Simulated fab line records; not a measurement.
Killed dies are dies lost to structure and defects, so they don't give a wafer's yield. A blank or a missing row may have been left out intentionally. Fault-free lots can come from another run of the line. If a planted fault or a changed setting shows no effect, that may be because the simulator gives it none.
fab line records	flow sfq_line
record lots=6	wafers=18	last_day=94
route steps=325 shown L0@6 L0V@16
lots that met no fault: from a run of the same line without faults
start_h: the number of hours between the record's first day and the start of the first shown wafer of the lot	wait_h: time in hours since the lot's previous step	" same as the row above	L1.1+2: a row that stands for several wafers	- no value present, or no start provided	* or withheld: withheld	< > ~ a bound
route shown NAME@n: NAME is a module with steps in the file, n the number in the route of the first one	usual: mean/standard deviation taken from wafers without a fault	same: alike in all rows	chamber/n: place in a boat	sites: per-site readings	_std_site: their standard deviation	_edge_site: mean of outer sites minus mean of inner sites	radius_mm: for every site, how far away it sits from the centre of the wafer	mask NAME#n: copy n	behind: the tool/chamber that last shaped the wafer	hold: why the lot was held/for how many hours/how that ended	device: the transistor (n, p or np) that didn't switch	end of line: at the end of the route, the tests of the same wafers	a step given without rows: its recipe and nothing more	killed: not the wafer's yield, but the dies lost to structure and defects at the first sort	map: a wafer's dies, marking killed ones x, the rest . and places with no die _
set.NAME: the setting that was run; set.NAME@STEP: the one run at that earlier step	model.NAME: the simulator's own value behind a step, which no gauge read
a table for each step, a row for each wafer; lots at some steps of the route
services: a tool's chamber out of use, with start hour (start_h, from the record's first day; less than 0 if before it), hours out, and reason
## steps
# step SFQ_TRILAYER_L0_LITHO_COAT_010
# recipe resist=BARC	spin_rpm=3000	resist_thk_nm=62
# step SFQ_TRILAYER_L0_LITHO_COAT_005
# recipe resist=KrF	spin_rpm=3000	resist_thk_nm=600
# step SFQ_TRILAYER_L0_LITHO_SOFTBAKE_009
# recipe temp_c=withheld	time_s=withheld	resist=KrF
# step SFQ_TRILAYER_L0_LITHO_EXPOSE_006
# recipe mask_id=L0	na=0.6	source_shape=conventional	sigma_outer=0.65	target_cd_nm=2000	dose_mj=14.4
# step SFQ_TRILAYER_L0_LITHO_PEB_008
# recipe peb_temp_c=115	peb_time_s=60	resist=KrF
# step SFQ_TRILAYER_L0_LITHO_DEVELOP_007
# recipe time_s=60	resist=KrF
# step SFQ_TRILAYER_L0_BARC_OPEN_METAL_ETCH_010
# recipe mask_material=PR	chemistry=O2	target_depth_nm=125	target=BARC	icp_w=600	bias_w=80	pressure_mtorr=10	time_s=41.7
# usual drypump_motor_current_A=5.7/0.44	oes_product_au=0.685/0.0052
lot.wafer	tool	chamber	start_h	wait_h	drypump_motor_current_A	oes_product_au	rf_hours_counter_h
L554.1	rie_metal-01	0	130.58	0.1	5.4	0.679	15
L554.4	"	1	"	"	5.4	0.692	-
L554.5	"	1	"	"	5.4	0.682	-
L555.4	rie_metal-02	1	139.00	0.1	6.5	0.684	-
L555.5	"	0	"	"	5.3	0.688	-
L555.6	"	1	"	"	6.4	0.676	-
L557.2	rie_metal-01	1	153.38	0.1	5.4	0.689	92
L557.3	"	0	"	"	5.4	0.690	-
L557.6	"	0	"	"	5.4	0.690	-
L558.4	rie_metal-03	1	157.04	0.1	5.8	0.677	-
L558.5	"	1	"	"	5.8	0.673	-
L558.6	"	1	"	"	5.8	0.683	-
L560.2	rie_metal-03	1	170.18	0.1	5.8	0.692	164
L560.3	"	0	"	"	5.5	0.686	-
L560.6	"	1	"	"	5.8	0.685	-
L567.4	rie_metal-02	0	222.27	0.1	5.3	0.671	-
L567.5	"	1	"	"	6.4	0.684	-
L567.6	"	0	"	"	5.3	0.689	-
# step SFQ_TRILAYER_L0_ETCH_METAL_ETCH_008
# recipe target=MoNx_KI	stop_on=SiO2	mask_material=PR	chemistry=SF6/O2	target_depth_nm=50	icp_w=600	bias_w=80	pressure_mtorr=10	time_s=25
# usual drypump_motor_current_A=5.7/0.43	oes_product_au=0.875/0.0064
lot.wafer	tool	chamber	start_h	wait_h	drypump_motor_current_A	oes_product_au	rf_hours_counter_h
L554.1	rie_metal-01	0	130.64	0.0	5.4	0.879	15
L554.4	"	1	"	"	5.4	0.886	-
L554.5	"	1	"	"	5.4	0.885	-
L555.4	rie_metal-02	1	139.06	0.0	6.4	0.877	-
L555.5	"	0	"	"	5.3	0.878	-
L555.6	"	1	"	"	6.4	0.872	-
L557.2	rie_metal-01	1	153.44	0.0	5.4	0.869	92
L557.3	"	0	"	"	5.4	0.873	-
L557.6	"	0	"	"	5.4	0.867	-
L558.4	rie_metal-03	1	157.15	0.1	5.8	0.879	-
L558.5	"	1	"	"	5.7	0.884	-
L558.6	"	1	"	"	5.8	0.882	-
L560.2	rie_metal-03	1	170.24	0.0	5.8	0.871	164
L560.3	"	0	"	"	5.5	0.870	-
L560.6	"	1	"	"	5.8	0.871	-
L567.4	rie_metal-02	0	222.33	0.0	5.3	0.878	-
L567.5	"	1	"	"	6.5	0.881	-
L567.6	"	0	"	"	5.3	0.877	-
# step SFQ_TRILAYER_L0_STRIP_STRIP_009
# recipe gas=O2	power_w=200	platen_temp_c=40	overash_fraction=0.65	chemistry=O2	pressure_mtorr=50
# usual drypump_motor_current_A=5.7/0.44	oes_product_au=1.004/0.0097
lot.wafer	tool	chamber	start_h	wait_h	drypump_motor_current_A	oes_product_au	rf_hours_counter_h
L554.1	rie_metal-01	0	130.69	0.0	5.4	0.990	15
L554.4	"	1	"	"	5.4	1.011	-
L554.5	"	1	"	"	5.4	1.022	-
L555.4	rie_metal-02	1	139.29	0.2	6.5	1.003	-
L555.5	"	0	"	"	5.3	0.996	-
L555.6	"	1	"	"	6.5	1.006	-
L557.2	rie_metal-01	1	153.49	0.0	5.4	1.026	92
L557.3	"	0	"	"	5.3	0.991	-
L557.6	"	0	"	"	5.3	1.007	-
L558.4	rie_metal-03	1	157.79	0.6	5.8	0.998	-
L558.5	"	1	"	"	5.8	0.988	-
L558.6	"	1	"	"	5.8	0.989	-
L560.2	rie_metal-03	1	170.29	0.0	5.8	1.000	164
L560.3	"	0	"	"	5.5	1.002	-
L560.6	"	1	"	"	5.8	0.995	-
L567.4	rie_metal-02	0	222.56	0.2	5.3	1.008	-
L567.5	"	1	"	"	6.5	1.017	-
L567.6	"	0	"	"	5.3	0.996	-
# step SFQ_TRILAYER_L0_STRIP_SOLV_CLEAN_010
# recipe chemistry=NMP	temp_c=70	time_s=600
# step SFQ_TRILAYER_L0_CAP_PECVD_011
# recipe material=SiO2	temp_c=150	time_s=13.333	pressure_torr=2.4	rf_w=183.3	precursor=SiH4/N2O	target_thk_nm=60
# step SFQ_TRILAYER_L0_VIA_LITHO_COAT_018
# recipe resist=BARC	spin_rpm=3000	resist_thk_nm=62
# step SFQ_TRILAYER_L0_VIA_LITHO_COAT_013
# recipe resist=KrF	spin_rpm=3000	resist_thk_nm=650
# usual spin_speed_rpm=3000.1/1.9
lot.wafer	tool	chamber	start_h	wait_h	spin_speed_rpm	model.KrF_of_TRILAYER_L0_VIA_LITHO_COAT_013.thk_nm
L554.1	litho_track-04	0	132.08	0.2	3000.1	648.9
L554.4	"	0	"	"	2999.9	648.9
L554.5	"	0	"	"	3005.6	651.1
L555.4	litho_track-01	0	140.34	0.2	3001.0	648.7
L555.5	"	0	"	"	2998.5	646.3
L555.6	"	0	"	"	2998.0	647.7
L557.2	litho_track-03	0	154.64	0.2	3002.5	647.8
L557.3	"	0	"	"	3001.5	648.4
L557.6	"	0	"	"	3002.6	645.6
L558.4	litho_track-01	0	159.04	0.2	2522.2	703.2
L558.5	"	0	"	"	2523.9	703
L558.6	"	0	"	"	2523.2	705.9
L560.2	litho_track-01	0	171.44	0.2	2521.0	707.1
L560.3	"	0	"	"	2519.4	706.5
L560.6	"	0	"	"	2520.1	706.6
L567.4	litho_track-04	0	223.63	0.2	2999.9	648.4
L567.5	"	0	"	"	3005.1	650.2
L567.6	"	0	"	"	3001.3	650.1
# step SFQ_TRILAYER_L0_VIA_LITHO_SOFTBAKE_017
# recipe temp_c=withheld	time_s=withheld	resist=KrF
# step SFQ_TRILAYER_L0_VIA_LITHO_EXPOSE_014
# recipe mask_id=L0V	na=0.6	source_shape=conventional	sigma_outer=0.65	target_cd_nm=700	dose_mj=21.3
# step SFQ_TRILAYER_L0_VIA_LITHO_PEB_016
# recipe peb_temp_c=115	peb_time_s=60	resist=KrF
# step SFQ_TRILAYER_L0_VIA_LITHO_DEVELOP_015
# recipe time_s=60	resist=KrF
# step SFQ_L0V_OVL_MEAS_903
# usual L0V_OVL=1/5.3
lot.wafer	tool	chamber	start_h	wait_h	L0V_OVL[nm]
L554.1	overlay-01	-	233.06	0.1	-9
L554.4	"	-	"	"	-2
L554.5	"	-	"	"	-3
L555.4	overlay-02	-	241.47	0.1	1
L555.5	"	-	"	"	5
L555.6	"	-	"	"	-1
L557.2	overlay-02	-	257.06	0.1	-2
L557.3	"	-	"	"	-11
L557.6	"	-	"	"	-8
L558.4	overlay-01	-	261.87	0.1	3
L558.5	"	-	"	"	9
L558.6	"	-	"	"	2
L560.2	overlay-02	-	270.26	0.1	-3
L560.3	"	-	"	"	0
L560.6	"	-	"	"	-3
L567.4	overlay-02	-	335.20	0.1	1
L567.5	"	-	"	"	1
L567.6	"	-	"	"	0
# step SFQ_TRILAYER_L0_VIA_BARC_OPEN_VIA_ETCH_021
# recipe mask_material=PR	chemistry=O2	target_depth_nm=125	target=BARC	source_w=500	bias_w=80	pressure_mtorr=30	time_s=41.7
# usual drypump_motor_current_A=5.4/0.44	oes_product_au=0.685/0.0048
lot.wafer	tool	chamber	start_h	wait_h	drypump_motor_current_A	oes_product_au	rf_hours_counter_h
L554.1	rie_diel-04	0	233.09	0.0	5.0	0.689	62
L554.4	"	2	"	"	4.9	0.686	3
L554.5	"	3	"	"	5.4	0.683	-
L555.4	rie_diel-01	1	241.49	0.0	5.3	0.685	100
L555.5	"	2	"	"	6.3	0.683	-
L555.6	"	3	"	"	5.6	0.683	-
L557.2	rie_diel-04	0	257.09	0.0	5.0	0.688	62
L557.3	"	3	"	"	5.5	0.684	12
L557.6	"	3	"	"	5.4	0.686	-
L558.4	rie_diel-02	3	261.89	0.0	4.9	0.683	3
L558.5	"	1	"	"	4.9	0.682	-
L558.6	"	2	"	"	5.0	0.681	-
L560.2	rie_diel-02	2	270.29	0.0	5.0	0.680	83
L560.3	"	3	"	"	4.9	0.684	3
L560.6	"	0	"	"	5.6	0.688	-
L567.4	rie_diel-01	1	335.22	0.0	5.4	0.690	101
L567.5	"	3	"	"	5.6	0.682	-
L567.6	"	2	"	"	6.3	0.681	-
# step SFQ_TRILAYER_L0_VIA_ETCH_VIA_ETCH_016
# recipe target=SiO2	stop_on=MoNx_KI	mask_material=PR	chemistry=CHF3	target_depth_nm=80	source_w=500	bias_w=80	pressure_mtorr=30	time_s=withheld
# usual drypump_motor_current_A=5.4/0.44	oes_product_au=0.843/0.008
lot.wafer	tool	chamber	start_h	wait_h	drypump_motor_current_A	oes_product_au	model.KrF_of_TRILAYER_L0_VIA_LITHO_COAT_013.thk_nm
L554.1	rie_diel-04	0	233.13	0.0	5.0	0.836	559.2
L554.4	"	2	"	"	4.9	0.855	559.6
L554.5	"	3	"	"	5.5	0.845	561
L555.4	rie_diel-01	1	241.53	0.0	5.4	0.842	560.3
L555.5	"	2	"	"	6.3	0.834	558.3
L555.6	"	3	"	"	5.6	0.855	559.4
L557.2	rie_diel-04	0	257.13	0.0	5.0	0.846	557.7
L557.3	"	3	"	"	5.5	0.839	558.2
L557.6	"	3	"	"	5.5	0.848	555.7
L558.4	rie_diel-02	3	261.93	0.0	4.9	0.839	614
L558.5	"	1	"	"	4.9	0.844	613.2
L558.6	"	2	"	"	5.0	0.844	616.5
L560.2	rie_diel-02	2	270.33	0.0	5.0	0.849	618.9
L560.3	"	3	"	"	4.9	0.837	617.8
L560.6	"	0	"	"	5.6	0.845	618.3
L567.4	rie_diel-01	1	335.26	0.0	5.3	0.845	559.9
L567.5	"	3	"	"	5.6	0.841	563
L567.6	"	2	"	"	6.3	0.838	560
# step SFQ_TRILAYER_L0_VIA_STRIP_STRIP_017
# recipe gas=O2	power_w=200	platen_temp_c=40	overash_fraction=0.65	chemistry=O2	pressure_mtorr=50
# usual drypump_motor_current_A=5.4/0.39	oes_product_au=1.005/0.01
lot.wafer	tool	chamber	start_h	wait_h	drypump_motor_current_A	oes_product_au	rf_hours_counter_h
L554.1	rie_metal-04	0	233.18	-	5.3	0.997	140
L554.4	"	1	"	"	5.2	1.000	-
L554.5	"	1	"	"	5.2	0.994	-
L555.4	rie_metal-02	0	241.78	-	5.3	1.015	-
L555.5	"	0	"	"	5.3	1.008	-
L555.6	"	1	"	"	6.4	1.014	-
L557.2	rie_metal-04	1	257.18	-	5.1	0.999	162
L557.3	"	0	"	"	5.3	0.991	-
L557.6	"	1	"	"	5.2	1.005	-
L558.4	rie_metal-04	0	262.18	-	5.3	1.009	-
L558.5	"	0	"	"	5.3	0.995	-
L558.6	"	1	"	"	5.1	1.008	-
L560.2	rie_metal-01	1	270.38	-	5.4	1.018	109
L560.3	"	1	"	"	5.4	1.020	-
L560.6	"	0	"	"	5.4	1.004	-
L567.4	rie_metal-04	1	335.57	-	5.2	0.989	-
L567.5	"	1	"	"	5.2	1.003	-
L567.6	"	0	"	"	5.3	0.993	-
## services
tool	chamber	start_h	hours	kind
rie_metal-03	0	107.76	-	clean
rie_metal-03	0	107.76	-	consumable_replace:focus_ring
rie_metal-03	0	107.76	14.0	scheduled_down
rie_metal-03	0	107.76	14.0	vent_cycle
rie_metal-03	-	112.99	4.0	pm
rie_metal-03	0	146.80	10.5	repair
rie_diel-04	-	154.59	2.8	pm
rie_metal-04	-	155.61	14.6	pm
rie_metal-01	0	158.90	4.6	repair
rie_diel-02	3	171.71	8.9	repair
rie_diel-01	-	196.48	1.1	repair
rie_diel-04	2	198.74	12.2	repair
rie_metal-02	-	203.10	0.6	repair
rie_diel-01	0	216.44	7.0	repair
rie_metal-02	-	245.08	0.7	repair
rie_diel-01	3	246.73	3.2	repair
rie_diel-04	-	249.33	4.3	pm
rie_diel-01	1	270.29	2.8	repair
rie_diel-04	-	292.58	14.6	pm
rie_metal-03	1	317.74	-	clean
rie_metal-03	1	317.74	18.3	scheduled_down
rie_metal-03	1	317.74	18.3	vent_cycle
rie_metal-01	-	323.76	1.2	repair
rie_diel-01	0	327.18	1.9	repair
## key
first_sign step=SFQ_TRILAYER_L0_VIA_LITHO_COAT_013	reading=spin_speed_rpm	direction=down	sigmas=99+	usual=3000.1	struck=2521.6
effect none on later readings
model_effect step=SFQ_TRILAYER_L0_VIA_LITHO_COAT_013	value=KrF_of_TRILAYER_L0_VIA_LITHO_COAT_013.thk_nm	without=646.7	struck=705.4
model_effect step=SFQ_TRILAYER_L0_VIA_ETCH_VIA_ETCH_016	value=KrF_of_TRILAYER_L0_VIA_LITHO_COAT_013.thk_nm	without=557.8	struck=616.4
met_at SFQ_TRILAYER_L0_VIA_LITHO_COAT_013
struck_wafers L558.4,L558.5,L558.6,L560.2,L560.3,L560.6
onset_between 140.34 159.04
fault kind=process_parameter_drift	tool=litho_track-01	chamber=-	onset_h=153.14	steps=SFQ_TRILAYER_L0_VIA_LITHO_COAT_013	channel=spin_rpm	offset=-477.97	shape=step	end_h=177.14	acts_in=these_recipes_only	stated=3000
